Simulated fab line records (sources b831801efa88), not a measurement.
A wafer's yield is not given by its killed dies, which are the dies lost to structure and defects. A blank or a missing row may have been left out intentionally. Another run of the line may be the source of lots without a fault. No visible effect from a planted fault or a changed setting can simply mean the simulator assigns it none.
8D (eight disciplines) problem report, filled in by code -- flow sky130 -- the parts of the form that need people (team, actions taken, sign-off) are left out

## 1. THE ISSUE
Mean PASSIVATION_CVD_00_THK at SKY_PASSIVATION_THK_MEAS_01: 118.3 nm over 3 wafers in 2 lots; fault-free wafers: 90.6 nm, standard deviation 1.1. That puts it +25 standard deviations away from the usual mean.
Seen first at day 46 13:23 on film_metro-01, wafer L980.2. At this step, 33 wafers from 11 lots have a number in the record. By rule, "out" or "out of limits" means more than 4 standard deviations away from the usual mean. All remaining wafers that have a number are taken as sound.

## 2. WHAT THIS IS AND IS NOT
question,is,is not
which readings at this step,PASSIVATION_CVD_00_THK,-
which lots,"L980, L983","L970, L971, L973, L984, L985, L986, L987, L989, L991"
which wafers of those lots,"L980.2, L980.6, L983.4","L980.4, L983.2, L983.5"
read on which gauges,"film_metro-01, film_metro-04",film_metro-03
when,from day 46 13:23,"up to then (10 sound wafers); but 20 sound wafers of L983, L984, L985, L986, L987, L989, L991 came after"

## 3. WHAT RULES OUT EACH SUSPECT
Counting: if a tool at a process step up to the reading ran every lot that is out, it stays a suspect. Sound lots after the first of them don't rule it out here, since some wafers of a struck lot are sound.
- ruled out: the gauge at SKY_PASSIVATION_THK_MEAS_01. 2 gauges (film_metro-01, film_metro-04) read the wafers that are out.
- pecvd-02 at SKY_PASSIVATION_CVD_00 (deposits SiO2, target thk 90 nm): kept. Ran every lot that is out, first one L980 (day 46 13:21); last sound lot up to then L973 (day 44 18:02).
- pecvd-02, SKY_PASSIVATION_CVD_00: wafers that are out in chamber 0, sound lot-mates in chambers 1, 2.
Remaining after the count: pecvd-02 at SKY_PASSIVATION_CVD_00.

## 4. THE CAUSE (what the simulator had put in)
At SKY_PASSIVATION_CVD_00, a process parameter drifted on pecvd-02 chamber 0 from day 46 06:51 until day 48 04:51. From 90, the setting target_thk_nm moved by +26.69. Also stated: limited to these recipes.
The count eliminated every tool but this one.

## 5. THE EFFECT CHAIN, in route order
Each row: a reading where the mean over the struck wafers with a number is more than 3 standard deviations away from the usual. Scope: only readings with a usual standard deviation given in the record; hours: median across lots of the time from each lot's start at the first step in this table that gives one to its start at this step; sigmas: change in usual standard deviations.
hours,step,reading,usual,on struck wafers,change,sigmas
0,SKY_PASSIVATION_THK_MEAS_01,PASSIVATION_CVD_00_THK,90.6 nm,118.3,+27.7,+25

## 6. HOW IT WOULD HAVE BEEN CAUGHT EARLIER
In this record the first reading out of limits at a measuring or inspecting step was taken at day 46 13:23, 7 hours after the fault began at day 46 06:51.
No tool reading at SKY_PASSIVATION_CVD_00 that has a usual standard deviation in the record was out on any struck wafer, so an alarm limit of 4 standard deviations on those readings would not have fired.
Lots out: 2; of these, L983 started SKY_PASSIVATION_CVD_00 on pecvd-02 after day 46 13:23. Had the tool been put on hold then, it would have been spared.
